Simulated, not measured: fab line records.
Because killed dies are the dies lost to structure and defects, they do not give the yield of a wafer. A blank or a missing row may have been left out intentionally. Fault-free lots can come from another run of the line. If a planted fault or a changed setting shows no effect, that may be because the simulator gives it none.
Which tool is to blame? | flow sky130 | Sampling: 6 lots, 18 wafers, 3 of 708 route steps

## WHAT EACH GAUGE READ, for each wafer
SKY_METAL1_THK_MEAS_06: measures by xrf.
lot  | measured     | on            | METAL1_ALCU_THK (nm)
L564 | day 32 04:04 | film-metro-04 | 254.8 256.6 256.2
L566 | day 33 09:55 | film-metro-01 | 257.3 250.0 252.5
L569 | day 33 19:56 | film-metro-02 | 249.0 250.4 248.4
L575 | day 36 07:23 | film-metro-01 | 253.7 254.9 256.0
L580 | day 37 11:10 | film-metro-01 | 249.5 250.6 255.2
L582 | day 38 03:05 | film-metro-01 | 258.9 255.2 257.8

## EACH LOT AND THE TOOL THAT RAN IT (in order: tool; ch and the chambers of the sampled wafers; start)
lot  | SKY_VT_ADJUST_LVTN_EXPOSE_15        | SKY_CONTACT_CMP_27
L564 | iline-stepper-02 ch 0, day 7 15:14  | cmp-02 ch 0,2,3, day 32 03:30
L566 | iline-stepper-02 ch 0, day 8 08:13  | cmp-02 ch 1,2,3, day 33 09:28
L569 | iline-stepper-01 ch 0, day 8 22:19  | cmp-02 ch 0,1, day 33 19:22
L575 | iline-stepper-02 ch 0, day 10 18:25 | cmp-02 ch 1,2,3, day 36 06:52
L580 | iline-stepper-01 ch 0, day 12 05:52 | cmp-02 ch 0,2,3, day 37 10:35
L582 | iline-stepper-01 ch 0, day 12 18:43 | cmp-02 ch 2,3, day 38 02:33
- SKY_VT_ADJUST_LVTN_EXPOSE_15: exposes mask HVN STD DERIVED, target cd 600 nm.
- SKY_CONTACT_CMP_27: polishes, stops on SiO2, t overpolish 15 s, target thk 0 nm.

## THE ANSWER, worked out from the rows above alone
Rule: the usual values come from the lots themselves. The widest of any qualifying gaps counts: lots, ordered by their means at a reading, are off when they make up no more than a third of the lots, leave a main group of 4 or more, and stand apart from it by 3 or more times the standard deviation of that group's means. If all means in a main group match to the digits the tables above print for the reading, that group is not used. A lot without any number at a reading at which 4 lots or more have one is off too. All remaining lots with rows at the step are treated as sound.
No lot is off at any reading shown: from this, nothing can be told.

## WHAT HAD BEEN PUT IN BY THE SIMULATOR
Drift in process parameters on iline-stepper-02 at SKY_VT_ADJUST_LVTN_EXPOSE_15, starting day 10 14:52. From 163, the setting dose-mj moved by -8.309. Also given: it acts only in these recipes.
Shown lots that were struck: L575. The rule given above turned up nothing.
